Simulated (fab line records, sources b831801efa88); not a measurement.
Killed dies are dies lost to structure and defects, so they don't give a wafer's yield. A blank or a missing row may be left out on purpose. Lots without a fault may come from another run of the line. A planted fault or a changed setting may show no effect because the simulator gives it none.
Which tool did it? | flow sky130 | 6 lots, 18 wafers sampled, at 2 steps of a route of 708

WHAT THE GAUGES READ, wafer by wafer
SKY_VT_ADJUST_PCH_TW_MEAS_10.
lot  | measured     | on            | VT_ADJUST_PCH_TW
L404 | day 11 00:48 | film_metro-04 | 141.4 141.9 141.3
L407 | day 11 23:48 | film_metro-02 | 142.3 142.2 142.3
L410 | day 12 20:27 | film_metro-03 | 141.5 142.7 142.6
L417 | day 15 02:49 | film_metro-04 | 122.6 121.9 122.5 121.9 122.8 122.2
L421 | day 16 08:15 | film_metro-04 | 142.0 142.5 140.8
L425 | day 17 18:56 | film_metro-04 | 141.7 141.6 141.5

WHICH TOOL RAN EACH LOT (tool, then ch and the chambers of the sampled wafers, then the start)
lot  | SKY_VT_ADJUST_PCH_IMPLANT_08
L404 | implanter-03 ch 0, day 11 00:33
L407 | implanter-01 ch 0, day 11 23:33
L410 | implanter-04 ch 0, day 12 20:12
L417 | implanter-01 ch 0, day 15 02:34
L421 | implanter-03 ch 0, day 16 08:00
L425 | implanter-03 ch 0, day 17 18:42
- SKY_VT_ADJUST_PCH_IMPLANT_08

THE ANSWER, worked out from the rows above alone
Rule: what is usual is taken from the lots themselves. Put in order of their means at a reading, lots are off if they are a third of the lots or fewer, leave a main group of 4 or more, and stand apart from it by a gap of 3 or more times the standard deviation of the main group's means; of several such gaps the widest counts. A main group whose means are all the same, to the digits that the tables above print for the reading, isn't used. A lot without any number at a reading at which 4 lots or more have one is off too. The other lots that the step has rows for count as sound.
Off: L417, at SKY_VT_ADJUST_PCH_TW_MEAS_10 (VT_ADJUST_PCH_TW). The main group: mean 141.9, standard deviation 0.32.
A tool fits if, at a process step before that reading, it ran every lot that is off, and no sound lot after the first of them. The gauges at SKY_VT_ADJUST_PCH_TW_MEAS_10 are tried like those tools. One fits: implanter-01 at SKY_VT_ADJUST_PCH_IMPLANT_08. Its last sound lot is L407 (day 11 23:33), its first lot that is off L417 (day 15 02:34): a fault that began between those two fits.

WHAT THE SIMULATOR HAD PUT IN
Process parameter drift: implanter-01, from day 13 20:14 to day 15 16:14, at SKY_VT_ADJUST_PCH_IMPLANT_08. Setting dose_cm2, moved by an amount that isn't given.
Lots struck among those shown: L417. The rule above found the same.
